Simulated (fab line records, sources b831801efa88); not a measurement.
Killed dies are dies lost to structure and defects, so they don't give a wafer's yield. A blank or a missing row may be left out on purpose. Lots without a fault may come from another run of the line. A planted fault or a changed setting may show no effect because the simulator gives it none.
Which tool did it? | flow gf180mcu | 12 lots, 36 wafers sampled, at 4 steps of a route of 602

WHAT THE GAUGES READ, wafer by wafer
GF_V4_BOW_MEAS_05.
lot  | measured     | on            | V4_BOW (um)
L075 | day 23 20:10 | film_metro-03 | 152 154 140
L077 | day 24 14:39 | film_metro-02 | 132 128 130
L079 | day 25 10:33 | film_metro-03 | 136 138 142
L081 | day 25 23:36 | film_metro-02 | 138 126 131
L083 | day 27 02:20 | film_metro-03 | 145 138 137
L085 | day 27 12:05 | film_metro-03 | 121 123 132
L087 | day 28 05:04 | film_metro-03 | 127 134 136
L089 | day 28 15:09 | film_metro-01 | 130 135 138
L091 | day 29 05:26 | film_metro-02 | 148 141 150
L093 | day 29 19:17 | film_metro-02 | 131 135 139
L095 | day 30 04:35 | film_metro-01 | 135 136 134
L097 | day 30 22:33 | film_metro-01 | 141 133 137

WHICH TOOL RAN EACH LOT (tool, then ch and the chambers of the sampled wafers, then the start)
lot  | GF_POLY_GATE_STRIP_14                | GF_V1_CMP_26                  | GF_M2_METAL_ETCH_16
L075 | plasma_asher-04 ch 0,1, day 9 11:21  | cmp-01 ch 0,1,2, day 18 12:13 | rie_metal-04 ch 0,1, day 19 13:13
L077 | plasma_asher-04 ch 0,1, day 10 01:29 | cmp-02 ch 1,3, day 19 08:06   | rie_metal-03 ch 0,1, day 20 09:08
L079 | plasma_asher-01 ch 0,1, day 10 17:49 | cmp-01 ch 0,1,2, day 20 07:16 | rie_metal-02 ch 0,1, day 21 07:28
L081 | plasma_asher-01 ch 0, day 11 08:06   | cmp-02 ch 0,1,2, day 20 22:17 | rie_metal-02 ch 0,1, day 21 22:28
L083 | plasma_asher-04 ch 0,1, day 12 07:37 | cmp-01 ch 0,2,3, day 22 05:22 | rie_metal-02 ch 1, day 23 05:19
L085 | plasma_asher-03 ch 0,1, day 12 11:55 | cmp-01 ch 0,1, day 22 14:41   | rie_metal-02 ch 0,1, day 23 13:56
L087 | plasma_asher-01 ch 0,1, day 13 09:28 | cmp-01 ch 2,3, day 23 11:08   | rie_metal-03 ch 0,1, day 24 10:35
L089 | plasma_asher-03 ch 0,1, day 13 21:01 | cmp-02 ch 1,2,3, day 23 22:53 | rie_metal-02 ch 0,1, day 24 21:25
L091 | plasma_asher-01 ch 0,1, day 14 10:39 | cmp-01 ch 0,1, day 24 15:32   | rie_metal-02 ch 0,1, day 25 13:32
L093 | plasma_asher-03 ch 0,1, day 15 00:02 | cmp-02 ch 0,2,3, day 25 07:56 | rie_metal-02 ch 0,1, day 26 05:14
L095 | plasma_asher-04 ch 0,1, day 15 11:46 | cmp-02 ch 0,1,2, day 25 17:13 | rie_metal-03 ch 0,1, day 26 15:04
L097 | plasma_asher-03 ch 0,1, day 16 08:28 | cmp-02 ch 1,2, day 26 13:38   | rie_metal-02 ch 0,1, day 27 10:32
- GF_POLY_GATE_STRIP_14: strips in O2/N2.
- GF_V1_CMP_26: polishes, stops on SiO2, t overpolish 15 s, target thk 0 nm.
- GF_M2_METAL_ETCH_16: etches the open film in Cl2/BCl3, stops on SiO2, target depth 627.5 nm, time 104.6 s.

THE ANSWER, worked out from the rows above alone
Rule: what is usual is taken from the lots themselves. Put in order of their means at a reading, lots are off if they are a third of the lots or fewer, leave a main group of 4 or more, and stand apart from it by a gap of 3 or more times the standard deviation of the main group's means; of several such gaps the widest counts. A main group whose means are all the same, to the digits that the tables above print for the reading, isn't used. A lot without any number at a reading at which 4 lots or more have one is off too. The other lots that the step has rows for count as sound.
No lot is off at any reading shown: from this, nothing can be told.

WHAT THE SIMULATOR HAD PUT IN
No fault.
